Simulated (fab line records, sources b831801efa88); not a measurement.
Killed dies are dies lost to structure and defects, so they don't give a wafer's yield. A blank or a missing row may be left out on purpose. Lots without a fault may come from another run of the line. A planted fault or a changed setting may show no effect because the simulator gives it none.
fab line records | flow sky130
record lots=5 wafers=15 last_day=50
route steps=708 shown POLY_CUT@314 SD_P@320 RES_XHIGH@332 SD_N@342
lots that met no fault: from a run of the same line without faults
start_h: hours from the record's first day to the start of the lot's first wafer shown | wait_h: hours since the lot's step before | " the same as in the row above | L1.1+2: a row that stands for several wafers | - no value, or no start given | * or withheld: withheld | < > ~ a bound
route shown NAME@n: a module of which the file shows steps, and the number in the route of the first | usual: mean/standard deviation of fault-free wafers | same: alike in all rows | chamber/n: place in a boat | sites: the reading at each site | _std_site: their standard deviation | _edge_site: outer sites' mean less inner sites' | radius_mm: how far each site lies from the wafer's centre | mask NAME#n: copy n | behind: the tool/chamber that last shaped the wafer | hold: why the lot was held/for how many hours/how that ended | device: the transistor (n, p or np) that didn't switch | end of line: the same wafers' tests at the end of the route | a step without rows: its recipe alone | killed: dies lost to structure and defects at the first sort, not the wafer's yield | map: a wafer's dies, x killed, . not, _ none there
set.NAME: the setting as run; set.NAME@STEP: as run at that earlier step | model.NAME: the simulator's own value behind a step, which no gauge read
lots at some steps of the route; a table a step, a row a wafer
services: from which hour (start_h, from the record's first day; less than 0 if before it) a tool's chamber was out of use, for how many hours, and why
## steps
# step SKY_POLY_CUT_DEVELOP_07
# recipe develop_time_s=60 resist=KrF-thick dev_temp_c=21
# columns lot.wafer tool chamber start_h wait_h
L074.2+4+6 litho_track-03 0 - -
L077.1+4+6 litho_track-01 0 - -
L086.1+3+6 litho_track-02 0 - -
L093.1+2+5 litho_track-03 0 - -
L097.1+2+6 litho_track-02 0 - -
# step SKY_POLY_CUT_CD_MEAS_08
# recipe target_cd_nm=270
# usual cd_nm=269.8/1.2
# columns lot.wafer tool chamber start_h wait_h cd_nm
L074.2 cd_sem-01 - 559.50 - 269.2
L074.4 " - " " 269.6
L074.6 " - " " 270.6
L077.1 cd_sem-02 - 591.44 - 268.1
L077.4 " - " " 268.8
L077.6 " - " " 268.7
L086.1 cd_sem-01 - 662.89 - 271.5
L086.3 " - " " 270.0
L086.6 " - " " 270.4
L093.1 cd_sem-02 - 719.08 - 271.9
L093.2 " - " " 270.7
L093.5 " - " " 270.3
L097.1 cd_sem-01 - 760.89 - 270.2
L097.2 " - " " 268.1
L097.6 " - " " 270.3
# step SKY_POLY_CUT_OVL_MEAS_09
# usual POLY_CUT_OVL=1/6.2
# columns lot.wafer tool chamber start_h wait_h POLY_CUT_OVL[nm]
L074.2 overlay-02 - 559.60 0.1 7
L074.4 " - " " 5
L074.6 " - " " -2
L077.1 overlay-01 - 591.56 0.1 -1
L077.4 " - " " -3
L077.6 " - " " -9
L086.1 overlay-01 - 663.01 0.1 5
L086.3 " - " " 5
L086.6 " - " " 2
L093.1 overlay-02 - 719.20 0.1 7
L093.2 " - " " 11
L093.5 " - " " 10
L097.1 overlay-01 - 761.01 0.1 -4
L097.2 " - " " 0
L097.6 " - " " 5
# step SKY_POLY_CUT_ETCH_10
# recipe chemistry=N2/H2 target=BARC ion_energy_ev=200 source_w=500 bias_w=100 pressure_mtorr=30 n2_flow_sccm=100 h2_flow_sccm=200 stop_on=SiO2 time_s=45.9 target_depth_a=600
# usual drypump_motor_current_A=5.9/0.48 oes_product_au=0.855/0.0052 throttle_valve_pct=13.224/0.0095
# columns lot.wafer tool chamber start_h wait_h drypump_motor_current_A oes_product_au rf_hours_counter_h throttle_valve_pct
L074.2 rie_diel-03 2 559.63 0.0 5.7 0.851 45 13.232
L074.4 " 0 " " 5.7 0.854 0 13.217
L074.6 " 0 " " 5.7 0.855 - 13.239
L077.1 rie_diel-04 3 591.60 0.0 5.2 0.857 5 13.208
L077.4 " 1 " " 5.1 0.848 12 13.218
L077.6 " 1 " " 5.0 0.852 - 13.207
L086.1 rie_diel-04 2 663.04 0.0 5.9 0.856 29 13.218
L086.3 " 0 " " 6.1 0.859 9 13.212
L086.6 " 0 " " 6.1 0.849 - 13.214
L093.1 rie_diel-04 2 719.24 0.0 5.9 0.846 30 13.225
L093.2 " 3 " " 5.2 0.858 7 13.221
L093.5 " 2 " " 5.9 0.852 - 13.215
L097.1 rie_diel-04 3 761.04 0.0 5.2 0.858 8 13.214
L097.2 " 0 " " 6.1 0.856 11 13.224
L097.6 " 0 " " 6.1 0.856 - 13.248
# step SKY_POLY_CUT_ETCH_11
# recipe target=Si3N4 chemistry=CF4/CH2F2/Ar stop_on=poly-Si source_w=600 bias_w=150 pressure_mtorr=40 cf4_flow_sccm=40 ch2f2_flow_sccm=20 Ar_flow_sccm=150 time_s=42.5 target_depth_a=600
# usual drypump_motor_current_A=5.8/0.48 oes_product_au=0.828/0.0058 throttle_valve_pct=14.994/0.0088
# columns lot.wafer tool chamber start_h wait_h drypump_motor_current_A oes_product_au rf_hours_counter_h throttle_valve_pct
L074.2 rie_diel-03 2 559.68 0.0 5.7 0.816 45 14.983
L074.4 " 0 " " 5.7 0.821 0 14.991
L074.6 " 0 " " 5.7 0.818 - 14.999
L077.1 rie_diel-04 3 591.64 0.0 5.2 0.837 5 14.991
L077.4 " 1 " " 5.1 0.837 12 14.992
L077.6 " 1 " " 5.0 0.819 - 14.995
L086.1 rie_diel-04 2 663.09 0.0 5.9 0.831 29 14.998
L086.3 " 0 " " 6.1 0.828 9 14.995
L086.6 " 0 " " 6.1 0.826 - 14.995
L093.1 rie_diel-04 2 719.28 0.0 5.9 0.832 30 14.999
L093.2 " 3 " " 5.2 0.836 7 14.992
L093.5 " 2 " " 5.9 0.829 - 14.988
L097.1 rie_diel-04 3 761.09 0.0 5.2 0.827 8 14.990
L097.2 " 0 " " 6.1 0.839 11 15.008
L097.6 " 0 " " 6.1 0.834 - 15.000
# step SKY_POLY_CUT_STRIP_12
# recipe chemistry=O2/N2 power_w=1400 pressure_mtorr=1500 platen_temp_c=withheld o2_flow_sccm=3000 n2_flow_sccm=300 overash_fraction=0.5
# usual drypump_motor_current_A=5.98/0.28 oes_product_au=0.452/0.0049 strip_time_to_endpoint_s=5.366/0.02
# columns lot.wafer tool chamber start_h wait_h drypump_motor_current_A oes_product_au rf_hours_counter_h strip_time_to_endpoint_s
L074.2 plasma_asher-03 1 559.72 0.0 6.19 0.456 41 5.389
L074.4 " 0 " " 5.70 0.445 - 5.378
L074.6 " 1 " " 6.19 0.453 - 5.404
L077.1 plasma_asher-03 0 591.73 0.1 5.70 0.450 44 5.389
L077.4 " 1 " " 6.19 0.455 - 5.380
L077.6 " 1 " " 6.17 0.455 - 5.367
L086.1 plasma_asher-03 0 663.13 0.0 5.71 0.457 51 5.320
L086.3 " 1 " " 6.19 0.448 - 5.348
L086.6 " 1 " " 6.17 0.446 - 5.337
L093.1 plasma_asher-03 0 719.32 0.0 5.70 0.455 57 5.363
L093.2 " 1 " " 6.19 0.458 57 5.385
L093.5 " 1 " " 6.19 0.455 - 5.379
L097.1 plasma_asher-02 1 761.13 0.0 6.33 0.456 97 5.361
L097.2 " 0 " " 6.06 0.457 97 5.358
L097.6 " 1 " " 6.33 0.453 - 5.325
# step SKY_SD_P_DEHYDRATE_00
# recipe temp_c=200 time_s=60
# columns lot.wafer tool chamber start_h wait_h
L074.2+4+6 litho_track-02 0 574.56 14.8
L077.1+4+6 litho_track-03 0 605.53 13.8
L086.1+3+6 litho_track-02 0 676.69 13.5
L093.1+2+5 litho_track-02 0 732.69 13.3
L097.1+2+6 litho_track-04 0 773.94 12.8
# step SKY_SD_P_HMDS_01
# recipe prime_time_s=60 prime_temp_c=120
# columns lot.wafer tool chamber start_h wait_h
L074.2+4+6 litho_track-02 0 574.71 0.1
L077.1+4+6 litho_track-03 0 605.68 0.1
L086.1+3+6 litho_track-02 0 676.84 0.1
L093.1+2+5 litho_track-02 0 732.84 0.1
L097.1+2+6 litho_track-04 0 774.09 0.1
# step SKY_SD_P_COAT_02
# recipe resist=NOVOLAK spin_rpm=3000 resist_thk_nm=1140
# columns lot.wafer tool chamber start_h wait_h
L074.2+4+6 litho_track-02 0 574.86 0.1
L077.1+4+6 litho_track-03 0 605.83 0.1
L086.1+3+6 litho_track-02 0 676.99 0.1
L093.1+2+5 litho_track-02 0 732.99 0.1
L097.1+2+6 litho_track-04 0 774.24 0.1
# step SKY_SD_P_SOFTBAKE_03
# recipe temp_c=90 time_s=60 resist=NOVOLAK
# columns lot.wafer tool chamber start_h wait_h
L074.2+4+6 litho_track-02 0 575.01 0.1
L077.1+4+6 litho_track-03 0 605.98 0.1
L086.1+3+6 litho_track-02 0 677.14 0.1
L093.1+2+5 litho_track-02 0 733.14 0.1
L097.1+2+6 litho_track-04 0 774.39 0.1
# step SKY_SD_P_EXPOSE_04
# recipe mask_id=PSDM na=0.6 source_shape=conventional sigma_outer=0.6 polarization=unpolarized target_cd_nm=380 dose_mj=138
# usual focus_offset_nm=0.0/0.51 reticle_temp_C=22.99/0.11
# columns lot.wafer tool chamber start_h wait_h mask focus_offset_nm reticle_temp_C
L074.2 iline_stepper-01 0 - - PSDM#0 -0.4 22.99
L074.4 " 0 " " PSDM#0 -1.2 23.06
L074.6 " 0 " " PSDM#0 -1.4 23.00
L077.1 iline_stepper-01 0 - - PSDM#0 0.1 23.02
L077.4 " 0 " " PSDM#0 -0.3 23.07
L077.6 " 0 " " PSDM#0 0.4 23.11
L086.1 iline_stepper-02 0 - - PSDM#0 -0.6 23.09
L086.3 " 0 " " PSDM#0 -1.0 22.88
L086.6 " 0 " " PSDM#0 0.0 22.93
L093.1 iline_stepper-01 0 - - PSDM#0 -0.1 23.07
L093.2 " 0 " " PSDM#0 0.7 23.07
L093.5 " 0 " " PSDM#0 0.6 23.04
L097.1 iline_stepper-01 0 - - PSDM#0 0.2 23.11
L097.2 " 0 " " PSDM#0 0.6 23.16
L097.6 " 0 " " PSDM#0 0.2 22.97
# step SKY_SD_P_PEB_05
# recipe temp_c=withheld time_s=* resist=NOVOLAK
# columns lot.wafer tool chamber start_h wait_h
L074.2+4+6 litho_track-04 0 - -
L077.1+4+6 litho_track-02 0 - -
L086.1+3+6 litho_track-02 0 - -
L093.1+2+5 litho_track-03 0 - -
L097.1+2+6 litho_track-02 0 - -
# step SKY_SD_P_DEVELOP_06
# recipe resist=NOVOLAK developer=TMAH develop_time_s=60 dev_temp_c=23
# columns lot.wafer tool chamber start_h wait_h
L074.2+4+6 litho_track-04 0 589.37 0.1
L077.1+4+6 litho_track-02 0 620.69 0.1
L086.1+3+6 litho_track-02 0 691.04 0.1
L093.1+2+5 litho_track-03 0 746.28 0.1
L097.1+2+6 litho_track-02 0 787.74 0.1
# step SKY_SD_P_CD_MEAS_07
# recipe target_cd_nm=380
# usual cd_nm=380.4/2.5
# columns lot.wafer tool chamber start_h wait_h cd_nm
L074.2 cd_sem-02 - 589.51 0.1 383.9
L074.4 " - " " 382.9
L074.6 " - " " 381.7
L077.1 cd_sem-02 - 620.84 0.1 378.5
L077.4 " - " " 380.9
L077.6 " - " " 383.0
L086.1 cd_sem-02 - 691.19 0.1 383.4
L086.3 " - " " 381.3
L086.6 " - " " 383.0
L093.1 cd_sem-01 - 746.43 0.1 373.8
L093.2 " - " " 376.8
L093.5 " - " " 378.6
L097.1 cd_sem-01 - 787.89 0.1 380.2
L097.2 " - " " 380.9
L097.6 " - " " 379.7
# step SKY_SD_P_OVL_MEAS_08
# usual SD_P_OVL=-1.4/1.4
# columns lot.wafer tool chamber start_h wait_h SD_P_OVL[nm]
L074.2 overlay-02 - 589.62 0.1 0.5
L074.4 " - " " -0.2
L074.6 " - " " -1.9
L077.1 overlay-01 - 620.96 0.1 -1.4
L077.4 " - " " -2.1
L077.6 " - " " -2.2
L086.1 overlay-01 - 691.31 0.1 -0.1
L086.3 " - " " -0.5
L086.6 " - " " 0.7
L093.1 overlay-01 - 746.55 0.1 -2.6
L093.2 " - " " -2.6
L093.5 " - " " -1.4
L097.1 overlay-01 - 788.01 0.1 -0.9
L097.2 " - " " -0.3
L097.6 " - " " 1.8
# step SKY_SD_P_IMPLANT_09
# recipe species=BF2 energy_kev=20 dose_cm2=3e+15 tilt_deg=0
# columns lot.wafer tool chamber start_h wait_h
L074.2+4+6 implanter-01 0 589.67 0.0
L077.1+4+6 implanter-01 0 620.99 0.0
L086.1+3+6 implanter-04 0 691.34 0.0
L093.1+2+5 implanter-04 0 746.59 0.0
L097.1+2+6 implanter-03 0 788.05 0.0
# step SKY_SD_P_STRIP_10
# recipe chemistry=O2/N2 power_w=1400 pressure_mtorr=1500 platen_temp_c=withheld o2_flow_sccm=3000 n2_flow_sccm=300 overash_fraction=0.5
# usual drypump_motor_current_A=5.90/0.28 oes_product_au=0.618/0.0047 strip_time_to_endpoint_s=17.51/0.038
# columns lot.wafer tool chamber start_h wait_h drypump_motor_current_A oes_product_au rf_hours_counter_h strip_time_to_endpoint_s
L074.2 plasma_asher-03 1 589.80 0.1 6.14 0.622 44 17.50
L074.4 " 0 " " 5.71 0.617 - 17.53
L074.6 " 0 " " 5.70 0.622 - 17.50
L077.1 plasma_asher-01 0 621.14 0.1 5.79 0.623 93 17.54
L077.4 " 0 " " 5.82 0.623 - 17.52
L077.6 " 0 " " 5.81 0.618 - 17.53
L086.1 plasma_asher-04 0 691.49 0.1 6.22 0.624 27 17.55
L086.3 " 1 " " 6.08 0.617 - 17.55
L086.6 " 0 " " 6.23 0.622 - 17.50
L093.1 plasma_asher-01 1 746.74 0.1 5.49 0.612 0 17.56
L093.2 " 0 " " 5.86 0.615 0 17.50
L093.5 " 0 " " 5.87 0.617 - 17.51
L097.1 plasma_asher-03 1 788.20 0.1 6.20 0.621 64 17.57
L097.2 " 0 " " 5.72 0.621 64 17.56
L097.6 " 1 " " 6.22 0.615 - 17.55
# step SKY_SD_P_TW_MEAS_11
# usual SD_P_TW=2817/19
# columns lot.wafer tool chamber start_h wait_h SD_P_TW
L074.2 film_metro-03 - 589.91 0.1 2817
L074.4 " - " " 2814
L074.6 " - " " 2803
L077.1 film_metro-02 - 621.24 0.1 2785
L077.4 " - " " 2799
L077.6 " - " " 2796
L086.1 film_metro-03 - 691.59 0.1 2836
L086.3 " - " " 2849
L086.6 " - " " 2828
L093.1 film_metro-01 - 746.84 0.1 2828
L093.2 " - " " 2825
L093.5 " - " " 2834
L097.1 film_metro-02 - 788.30 0.1 2777
L097.2 " - " " 2782
L097.6 " - " " 2780
# step SKY_RES_XHIGH_DEHYDRATE_00
# recipe temp_c=200 time_s=60
# columns lot.wafer tool chamber start_h wait_h
L074.2+4+6 litho_track-02 0 603.91 14.0
L077.1+4+6 litho_track-01 0 634.90 13.6
L086.1+3+6 litho_track-04 0 705.24 13.6
L093.1+2+5 litho_track-01 0 759.70 12.9
L097.1+2+6 litho_track-04 0 800.54 12.2
# step SKY_RES_XHIGH_HMDS_01
# recipe prime_time_s=60 prime_temp_c=120
# columns lot.wafer tool chamber start_h wait_h
L074.2+4+6 litho_track-02 0 604.06 0.1
L077.1+4+6 litho_track-01 0 635.05 0.1
L086.1+3+6 litho_track-04 0 705.39 0.1
L093.1+2+5 litho_track-01 0 759.85 0.1
L097.1+2+6 litho_track-04 0 800.69 0.1
# step SKY_RES_XHIGH_COAT_02
# recipe resist=NOVOLAK spin_rpm=3000 resist_thk_nm=1140
# columns lot.wafer tool chamber start_h wait_h
L074.2+4+6 litho_track-02 0 604.21 0.1
L077.1+4+6 litho_track-01 0 635.20 0.1
L086.1+3+6 litho_track-04 0 705.54 0.1
L093.1+2+5 litho_track-01 0 760.00 0.1
L097.1+2+6 litho_track-04 0 800.84 0.1
# step SKY_RES_XHIGH_SOFTBAKE_03
# recipe temp_c=90 time_s=60 resist=NOVOLAK
# columns lot.wafer tool chamber start_h wait_h
L074.2+4+6 litho_track-02 0 604.36 0.1
L077.1+4+6 litho_track-01 0 635.35 0.1
L086.1+3+6 litho_track-04 0 705.69 0.1
L093.1+2+5 litho_track-01 0 760.15 0.1
L097.1+2+6 litho_track-04 0 800.99 0.1
# step SKY_RES_XHIGH_EXPOSE_04
# recipe mask_id=URPM na=0.6 source_shape=conventional sigma_outer=0.6 polarization=unpolarized target_cd_nm=1270 dose_mj=140
# usual focus_offset_nm=0.0/0.48 reticle_temp_C=23.01/0.1
# columns lot.wafer tool chamber start_h wait_h mask focus_offset_nm reticle_temp_C
L074.2 iline_stepper-02 0 - - URPM#0 -0.5 23.14
L074.4 " 0 " " URPM#0 -0.2 22.80
L074.6 " 0 " " URPM#0 0.3 23.05
L077.1 iline_stepper-02 0 - - URPM#0 1.0 22.93
L077.4 " 0 " " URPM#0 0.0 23.02
L077.6 " 0 " " URPM#0 0.6 22.82
L086.1 iline_stepper-01 0 - - URPM#0 -0.5 22.98
L086.3 " 0 " " URPM#0 -0.3 22.92
L086.6 " 0 " " URPM#0 -0.5 22.96
L093.1 iline_stepper-01 0 - - URPM#0 -0.7 23.05
L093.2 " 0 " " URPM#0 -0.5 23.11
L093.5 " 0 " " URPM#0 0.0 23.09
L097.1 iline_stepper-02 0 - - URPM#0 -0.3 22.99
L097.2 " 0 " " URPM#0 0.1 22.82
L097.6 " 0 " " URPM#0 -0.2 23.04
# step SKY_RES_XHIGH_PEB_05
# recipe temp_c=withheld time_s=* resist=NOVOLAK
# columns lot.wafer tool chamber start_h wait_h
L074.2+4+6 litho_track-02 0 - -
L077.1+4+6 litho_track-02 0 - -
L086.1+3+6 litho_track-04 0 - -
L093.1+2+5 litho_track-01 0 - -
L097.1+2+6 litho_track-04 0 - -
# step SKY_RES_XHIGH_DEVELOP_06
# recipe resist=NOVOLAK developer=TMAH develop_time_s=60 dev_temp_c=23
# columns lot.wafer tool chamber start_h wait_h
L074.2+4+6 litho_track-02 0 618.86 0.1
L077.1+4+6 litho_track-02 0 649.74 0.1
L086.1+3+6 litho_track-04 0 719.34 0.1
L093.1+2+5 litho_track-01 0 773.00 0.1
L097.1+2+6 litho_track-04 0 813.59 0.1
# step SKY_RES_XHIGH_IMPLANT_07
# recipe species=BF2 energy_kev=20 dose_cm2=3.6e+14 tilt_deg=0
# columns lot.wafer tool chamber start_h wait_h
L074.2+4+6 implanter-02 0 619.01 0.1
L077.1+4+6 implanter-03 0 649.89 0.1
L086.1+3+6 implanter-03 0 719.49 0.1
L093.1+2+5 implanter-03 0 773.15 0.1
L097.1+2+6 implanter-01 0 813.74 0.1
# step SKY_RES_XHIGH_STRIP_08
# recipe chemistry=O2/N2 power_w=1400 pressure_mtorr=1500 platen_temp_c=withheld o2_flow_sccm=3000 n2_flow_sccm=300 overash_fraction=0.5
# usual drypump_motor_current_A=5.98/0.29 oes_product_au=0.711/0.005 strip_time_to_endpoint_s=14.28/0.037
# columns lot.wafer tool chamber start_h wait_h drypump_motor_current_A oes_product_au rf_hours_counter_h strip_time_to_endpoint_s
L074.2 plasma_asher-01 0 619.14 0.1 5.81 0.706 93 14.24
L074.4 " 1 " " 5.47 0.714 - 14.21
L074.6 " 0 " " 5.81 0.708 - 14.24
L077.1 plasma_asher-01 1 650.04 0.1 5.49 0.712 97 14.28
L077.4 " 0 " " 5.81 0.713 - 14.24
L077.6 " 0 " " 5.86 0.712 - 14.26
L086.1 plasma_asher-01 0 719.64 0.1 5.82 0.718 103 14.25
L086.3 " 1 " " 5.48 0.703 - 14.28
L086.6 " 1 " " 5.53 0.708 - 14.24
L093.1 plasma_asher-04 0 773.30 0.1 6.18 0.706 35 14.34
L093.2 " 1 " " 6.11 0.711 35 14.31
L093.5 " 1 " " 6.10 0.714 - 14.36
L097.1 plasma_asher-01 1 813.89 0.1 5.45 0.708 6 14.31
L097.2 " 0 " " 5.84 0.713 6 14.29
L097.6 " 0 " " 5.79 0.707 - 14.32
# step SKY_RES_XHIGH_TW_MEAS_09
# usual RES_XHIGH_TW=1634/11
# columns lot.wafer tool chamber start_h wait_h RES_XHIGH_TW
L074.2 film_metro-02 - 619.25 0.1 1619
L074.4 " - " " 1610
L074.6 " - " " 1622
L077.1 film_metro-01 - 650.14 0.1 1649
L077.4 " - " " 1638
L077.6 " - " " 1637
L086.1 film_metro-01 - 719.74 0.1 1650
L086.3 " - " " 1638
L086.6 " - " " 1647
L093.1 film_metro-02 - 773.40 0.1 1606
L093.2 " - " " 1616
L093.5 " - " " 1616
L097.1 film_metro-01 - 813.99 0.1 1629
L097.2 " - " " 1633
L097.6 " - " " 1637
# step SKY_SD_N_DEHYDRATE_00
# recipe temp_c=200 time_s=60
# columns lot.wafer tool chamber start_h wait_h
L074.2+4+6 litho_track-03 0 632.45 13.2
L077.1+4+6 litho_track-01 0 663.35 13.2
L086.1+3+6 litho_track-03 0 732.93 13.2
L093.1+2+5 litho_track-04 0 786.49 13.1
L097.1+2+6 litho_track-03 0 826.73 12.7
# step SKY_SD_N_HMDS_01
# recipe prime_time_s=60 prime_temp_c=120
# columns lot.wafer tool chamber start_h wait_h
L074.2+4+6 litho_track-03 0 632.60 0.1
L077.1+4+6 litho_track-01 0 663.50 0.1
L086.1+3+6 litho_track-03 0 733.08 0.1
L093.1+2+5 litho_track-04 0 786.64 0.1
L097.1+2+6 litho_track-03 0 826.88 0.1
# step SKY_SD_N_COAT_02
# recipe resist=NOVOLAK spin_rpm=3000 resist_thk_nm=1140
# columns lot.wafer tool chamber start_h wait_h
L074.2+4+6 litho_track-03 0 632.75 0.1
L077.1+4+6 litho_track-01 0 663.65 0.1
L086.1+3+6 litho_track-03 0 733.23 0.1
L093.1+2+5 litho_track-04 0 786.79 0.1
L097.1+2+6 litho_track-03 0 827.03 0.1
# step SKY_SD_N_SOFTBAKE_03
# recipe temp_c=90 time_s=60 resist=NOVOLAK
# columns lot.wafer tool chamber start_h wait_h
L074.2+4+6 litho_track-03 0 632.90 0.1
L077.1+4+6 litho_track-01 0 663.80 0.1
L086.1+3+6 litho_track-03 0 733.38 0.1
L093.1+2+5 litho_track-04 0 786.94 0.1
L097.1+2+6 litho_track-03 0 827.18 0.1
# step SKY_SD_N_EXPOSE_04
# recipe mask_id=NSDM na=0.6 source_shape=conventional sigma_outer=0.6 polarization=unpolarized target_cd_nm=380 dose_mj=141
# usual focus_offset_nm=0.0/0.56 reticle_temp_C=23.01/0.1
# columns lot.wafer tool chamber start_h wait_h mask focus_offset_nm reticle_temp_C
L074.2 iline_stepper-01 0 - - NSDM#0 0.2 23.19
L074.4 " 0 " " NSDM#0 0.0 22.96
L074.6 " 0 " " NSDM#0 0.1 22.98
L077.1 iline_stepper-02 0 - - NSDM#0 -0.4 22.99
L077.4 " 0 " " NSDM#0 -0.1 22.97
L077.6 " 0 " " NSDM#0 -0.7 22.90
L086.1 iline_stepper-02 0 - - NSDM#0 -0.5 23.16
L086.3 " 0 " " NSDM#0 -0.1 23.08
L086.6 " 0 " " NSDM#0 -0.4 23.13
L093.1 iline_stepper-02 0 - - NSDM#0 0.3 23.05
L093.2 " 0 " " NSDM#0 0.8 23.06
L093.5 " 0 " " NSDM#0 1.5 23.10
L097.1 iline_stepper-01 0 - - NSDM#0 1.8 22.92
L097.2 " 0 " " NSDM#0 0.2 22.82
L097.6 " 0 " " NSDM#0 1.0 22.84
# step SKY_SD_N_PEB_05
# recipe temp_c=withheld time_s=* resist=NOVOLAK
# columns lot.wafer tool chamber start_h wait_h
L074.2+4+6 litho_track-04 0 - -
L077.1+4+6 litho_track-04 0 - -
L086.1+3+6 litho_track-04 0 - -
L093.1+2+5 litho_track-04 0 - -
L097.1+2+6 litho_track-01 0 - -
# step SKY_SD_N_DEVELOP_06
# recipe resist=NOVOLAK developer=TMAH develop_time_s=60 dev_temp_c=23
# columns lot.wafer tool chamber start_h wait_h
L074.2+4+6 litho_track-04 0 647.47 0.1
L077.1+4+6 litho_track-04 0 677.74 0.1
L086.1+3+6 litho_track-04 0 746.59 0.1
L093.1+2+5 litho_track-04 0 799.79 0.1
L097.1+2+6 litho_track-01 0 840.10 0.1
# step SKY_SD_N_CD_MEAS_07
# recipe target_cd_nm=380
# usual cd_nm=380.2/2.1
# columns lot.wafer tool chamber start_h wait_h cd_nm
L074.2 cd_sem-02 - 647.61 0.1 380.2
L074.4 " - " " 380.5
L074.6 " - " " 380.7
L077.1 cd_sem-01 - 677.89 0.1 382.7
L077.4 " - " " 383.7
L077.6 " - " " 381.7
L086.1 cd_sem-02 - 746.74 0.1 383.8
L086.3 " - " " 381.4
L086.6 " - " " 383.0
L093.1 cd_sem-02 - 799.94 0.1 382.6
L093.2 " - " " 380.7
L093.5 " - " " 382.1
L097.1 cd_sem-02 - 840.25 0.1 379.3
L097.2 " - " " 382.2
L097.6 " - " " 381.8
# step SKY_SD_N_OVL_MEAS_08
# usual SD_N_OVL=0.9/1.1
# columns lot.wafer tool chamber start_h wait_h SD_N_OVL[nm]
L074.2 overlay-01 - 647.72 0.1 2.6
L074.4 " - " " 1.3
L074.6 " - " " -0.2
L077.1 overlay-01 - 678.01 0.1 0.0
L077.4 " - " " 0.8
L077.6 " - " " 0.1
L086.1 overlay-01 - 746.86 0.1 1.4
L086.3 " - " " 2.4
L086.6 " - " " 2.4
L093.1 overlay-02 - 800.06 0.1 0.8
L093.2 " - " " 1.2
L093.5 " - " " 1.8
L097.1 overlay-01 - 840.37 0.1 1.8
L097.2 " - " " 0.5
L097.6 " - " " 0.1
# step SKY_SD_N_IMPLANT_09
# recipe species=As energy_kev=50 dose_cm2=4e+15 tilt_deg=0
# columns lot.wafer tool chamber start_h wait_h
L074.2+4+6 implanter-02 0 647.77 0.0
L077.1+4+6 implanter-01 0 678.05 0.0
L086.1+3+6 implanter-01 0 746.90 0.0
L093.1+2+5 implanter-01 0 800.10 0.0
L097.1+2+6 implanter-04 0 840.41 0.0
# step SKY_SD_N_IMPLANT_10
# recipe species=P energy_kev=20 dose_cm2=1e+14 tilt_deg=0
# columns lot.wafer tool chamber start_h wait_h
L074.2+4+6 implanter-02 0 647.92 0.1
L077.1+4+6 implanter-01 0 678.20 0.1
L086.1+3+6 implanter-01 0 747.05 0.1
L093.1+2+5 implanter-01 0 800.25 0.1
L097.1+2+6 implanter-04 0 840.56 0.1
# step SKY_SD_N_STRIP_11
# recipe chemistry=O2/N2 power_w=1400 pressure_mtorr=1500 platen_temp_c=withheld o2_flow_sccm=3000 n2_flow_sccm=300 overash_fraction=0.5
# usual drypump_motor_current_A=6.13/0.19 oes_product_au=0.528/0.0046 strip_time_to_endpoint_s=22.56/0.043
# columns lot.wafer tool chamber start_h wait_h drypump_motor_current_A oes_product_au rf_hours_counter_h strip_time_to_endpoint_s
L074.2 plasma_asher-02 0 648.05 0.1 6.07 0.532 85 22.54
L074.4 " 1 " " 6.34 0.534 - 22.53
L074.6 " 1 " " 6.35 0.528 - 22.54
L077.1 plasma_asher-02 0 678.35 0.1 6.06 0.534 89 22.59
L077.4 " 0 " " 6.08 0.532 - 22.61
L077.6 " 1 " " 6.32 0.529 - 22.58
L086.1 plasma_asher-03 0 747.20 0.1 5.69 0.526 60 22.55
L086.3 " 0 " " 5.71 0.526 - 22.57
L086.6 " 0 " " 5.70 0.530 - 22.53
L093.1 plasma_asher-02 1 800.40 0.1 6.32 0.518 101 22.59
L093.2 " 0 " " 6.04 0.531 101 22.65
L093.5 " 0 " " 6.07 0.532 - 22.60
L097.1 plasma_asher-02 0 840.71 0.1 6.06 0.525 106 22.58
L097.2 " 1 " " 6.36 0.537 106 22.56
L097.6 " 0 " " 6.07 0.531 - 22.49
# step SKY_SD_N_TW_MEAS_12
# usual SD_N_TW=3966/25
# columns lot.wafer tool chamber start_h wait_h SD_N_TW
L074.2 film_metro-01 - 648.16 0.1 3958
L074.4 " - " " 3965
L074.6 " - " " 3965
L077.1 film_metro-03 - 678.45 0.1 3983
L077.4 " - " " 4002
L077.6 " - " " 3990
L086.1 film_metro-01 - 747.30 0.1 3974
L086.3 " - " " 3978
L086.6 " - " " 3980
L093.1 film_metro-01 - 800.50 0.1 3982
L093.2 " - " " 3982
L093.5 " - " " 3980
L097.1 film_metro-02 - 840.81 0.1 3970
L097.2 " - " " 3950
L097.6 " - " " 3973
# step SKY_SD_N_CLEAN_13
# recipe chemistry=SC1/SC2 mix=1:4:20 temp_c=70 time_s=150 dry=n2_spin
# usual bath_guard_temp_C=69.8/0.54 temp_c=70.05/0.13
# columns lot.wafer tool chamber start_h wait_h bath_guard_temp_C temp_c
L074.2 wet_bench-03 3 648.21 0.0 69.9 70.11
L074.4 " 3 " " 69.5 70.00
L074.6 " 3 " " 69.4 70.00
L077.1 wet_bench-01 1 678.51 0.1 69.9 69.91
L077.4 " 1 " " 70.4 70.08
L077.6 " 1 " " 70.1 69.87
L086.1 wet_bench-02 3 747.36 0.1 70.6 70.17
L086.3 " 3 " " 69.9 70.01
L086.6 " 3 " " 70.3 69.99
L093.1 wet_bench-03 0 800.56 0.1 70.3 69.86
L093.2 " 0 " " 70.0 69.80
L093.5 " 0 " " 70.4 69.91
L097.1 wet_bench-02 3 840.87 0.1 70.2 70.17
L097.2 " 3 " " 70.2 69.97
L097.6 " 3 " " 70.1 70.10
## services
# columns tool chamber start_h hours kind
rie_diel-04 0 555.26 4.6 repair
rie_diel-04 0 578.99 7.2 repair
plasma_asher-02 - 581.26 2.8 pm
implanter-04 - 608.93 2.4 repair
plasma_asher-02 - 619.50 15.6 pm
iline_stepper-02 - 620.95 0.7 repair
iline_stepper-02 - 625.35 1.7 pm
plasma_asher-03 - 643.88 1.2 repair
plasma_asher-01 - 661.18 11.0 repair
implanter-02 - 671.65 0.5 repair
plasma_asher-03 - 674.02 4.0 pm
iline_stepper-02 - 686.11 12.5 repair
iline_stepper-02 - 698.59 28.9 pm
iline_stepper-01 - 710.64 5.6 repair
rie_diel-04 - 714.74 0.6 repair
rie_diel-04 - 733.48 0.6 repair
plasma_asher-01 - 733.75 9.0 pm
implanter-04 - 736.65 1.2 repair
iline_stepper-01 - 737.67 1.7 pm
rie_diel-04 2 753.75 4.8 repair
plasma_asher-01 - 774.43 13.9 repair
implanter-03 - 778.36 4.9 pm
implanter-04 - 794.92 5.3 repair
implanter-02 - 796.87 4.9 pm
## key
fault none
